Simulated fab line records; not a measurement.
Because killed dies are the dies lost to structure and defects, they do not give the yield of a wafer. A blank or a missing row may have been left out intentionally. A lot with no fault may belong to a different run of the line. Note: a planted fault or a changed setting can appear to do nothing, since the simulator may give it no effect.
What tool caused it? -- flow sky130 -- Sampling: 13 lots, 39 wafers, 5 of 708 route steps

## WHAT EACH GAUGE READ, for each wafer
SKY_DNWELL_TW_MEAS_09. Usual: for DNWELL_TW the level is 1110 and the standard deviation is 7.5.
lot,measured,on,DNWELL_TW,flag
L818,day 3 07:19,film_metro-03,1121 1118 1122,
L819,day 3 08:34,film_metro-01,1119 1117 1111,
L820,day 3 17:07,film_metro-02,1100 1103 1094,
L821,day 3 21:52,film_metro-03,1120 1115 1123,
L822,day 3 22:38,film_metro-01,1118 1115 1114,
L823,day 4 09:34,film_metro-01,1115 1124 1119,
L828,day 5 08:21,film_metro-01,1112 1107 1110,
L832,day 6 09:35,film_metro-01,1109 1108 1108,
L833,day 6 17:43,film_metro-01,1110 1116 1111,
L835,day 7 01:31,film_metro-01,1109 1115 1113,
L836,day 7 06:40,film_metro-03,1114 1117 1116,
L839,day 7 20:04,film_metro-01,1105 1101 1104,
L840,day 8 01:16,film_metro-02,1098 1106 1103,

SKY_PWDE_TW_MEAS_10. Usual: for PWDE_TW the level is 372.2 and the standard deviation is 2.2.
lot,measured,on,PWDE_TW,flag
L818,day 3 22:35,film_metro-03,376.7 374.4 376.5,
L819,day 4 00:50,film_metro-03,375.2 375.0 373.2,
L820,day 4 09:56,film_metro-01,370.7 372.8 372.2,
L821,day 4 15:01,film_metro-02,365.4 366.3 366.5,
L822,day 4 16:01,film_metro-01,373.7 373.8 374.5,
L823,day 5 03:11,film_metro-01,373.7 370.6 371.1,
L828,day 6 02:34,film_metro-01,371.9 374.8 374.2,
L832,day 7 05:14,film_metro-01,372.5 369.4 371.4,
L833,day 7 13:14,film_metro-02,371.7 373.1 371.6,
L835,day 7 21:11,film_metro-01,372.5 372.9 371.9,
L836,day 8 01:44,film_metro-02,369.4 369.3 370.7,
L839,day 8 16:35,film_metro-03,374.2 372.5 375.9,
L840,day 8 22:23,film_metro-02,370.0 371.5 370.6,

SKY_GATE_OXIDE_THK_MEAS_02. Usual: for GATE_OXIDE_OXIDATION_00_THK the level is 10.37 nm and the standard deviation is 0.21.
lot,measured,on,GATE_OXIDE_OXIDATION_00_THK (nm),flag
L818,day 12 21:44,film_metro-03,10.64 10.36 10.52,
L819,day 13 01:49,film_metro-01,10.17 10.16 10.24,
L820,day 13 14:13,film_metro-03,10.37 10.44 10.42,
L821,day 13 20:18,film_metro-01,10.31 10.22 10.17,
L822,day 13 20:53,film_metro-03,10.94 10.70 10.75,
L823,day 14 19:02,film_metro-03,10.34 10.43 10.32,
L828,day 16 03:03,film_metro-01,10.36 10.46 10.37,
L832,day 17 15:44,film_metro-01,6.31 6.46 6.34,OFF
L833,day 18 02:21,film_metro-01,6.02 6.21 6.24,OFF
L835,day 18 22:29,film_metro-03,10.38 10.26 10.14,
L836,day 19 02:49,film_metro-03,10.51 10.45 10.42,
L839,day 19 23:15,film_metro-03,9.93 10.02 9.95,
L840,day 20 04:13,film_metro-01,10.08 10.29 10.02,

SKY_RES_PROTECT_TW_MEAS_08. Usual: for POLY_GATE_TW the level is 4054 and the standard deviation is 34.
lot,measured,on,POLY_GATE_TW,flag
L818,day 15 06:55,film_metro-03,4022 4046 4043,
L819,day 15 14:25,film_metro-04,4130 4119 4130,
L820,day 16 00:40,film_metro-04,4082 4092 4084,
L821,day 16 06:24,film_metro-03,4044 4030 4023,
L822,day 16 06:17,film_metro-01,4065 4057 4048,
L823,day 17 05:52,film_metro-01,4062 4095 4069,
L828,day 18 18:10,film_metro-03,4013 4032 3978,
L832,day 20 08:50,film_metro-04,4072 4054 4056,
L833,day 20 18:34,film_metro-04,4058 4094 4081,
L835,day 21 16:09,film_metro-04,4078 4087 4104,
L836,day 21 19:40,film_metro-04,4110 4103 4084,
L839,day 22 17:54,film_metro-04,4069 4043 4085,
L840,day 22 20:13,film_metro-04,4066 4071 4039,

## WHAT TOOL EACH LOT RAN ON (gives the tool, then ch and the chambers of the sampled wafers, and finally the start)
lot,SKY_GATE_OXIDE_OXIDATION_01
L818,"furnace-02 ch 0, day 12 20:20"
L819,"furnace-02 ch 0, day 13 00:25"
L820,"furnace-01 ch 0, day 13 12:48"
L821,"furnace-02 ch 0, day 13 18:54"
L822,"furnace-01 ch 0, day 13 19:28"
L823,"furnace-01 ch 0, day 14 17:37"
L828,"furnace-02 ch 0, day 16 01:38"
L832,"furnace-01 ch 0, day 17 14:18"
L833,"furnace-01 ch 0, day 18 00:56"
L835,"furnace-02 ch 0, day 18 21:05"
L836,"furnace-02 ch 0, day 19 01:23"
L839,"furnace-02 ch 0, day 19 21:50"
L840,"furnace-02 ch 0, day 20 02:48"
- SKY_GATE_OXIDE_OXIDATION_01: stabilise 600 s, purge 300 s, target thk 10.268 nm.

## WHAT THE TOOLS THEMSELVES READ (means of the sampled wafers that have a number; where no wafer has one, the mark that the record gives instead)
The record holds no such reading with a usual standard deviation.

## THE ANSWER, worked out from the rows above alone
Rule: a lot counts as off when the mean over its wafers that have a number is more than 3 standard deviations away from the usual mean. Also off: a lot with no number at a reading for which 4 or more lots have one. Any other lot the step has rows for is counted as sound. First the gauges in route order, then the tools' own readings, where a lot's mean is used as printed above. At the first step where some lot is off, the reading lying furthest off is the one used; lots without a number count as furthest.
Off: L832, L833, at SKY_GATE_OXIDE_THK_MEAS_02 (GATE_OXIDE_OXIDATION_00_THK).
A tool fits if, at a process step before that reading, it ran every lot that is off, and no sound lot after the first of them. The gauges at SKY_GATE_OXIDE_THK_MEAS_02 are tried like those tools. One fits: SKY_GATE_OXIDE_OXIDATION_01 on furnace-01. A fault onset in the window from L823 (day 14 17:37, its last sound lot) to L832 (day 17 14:18, its first lot off) fits.

## WHAT HAD BEEN PUT IN BY THE SIMULATOR
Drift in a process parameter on furnace-01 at SKY_GATE_OXIDE_OXIDATION_01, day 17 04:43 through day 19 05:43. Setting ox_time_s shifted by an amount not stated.
Lots struck among those shown: L832, L833. The same result came from the rule above.
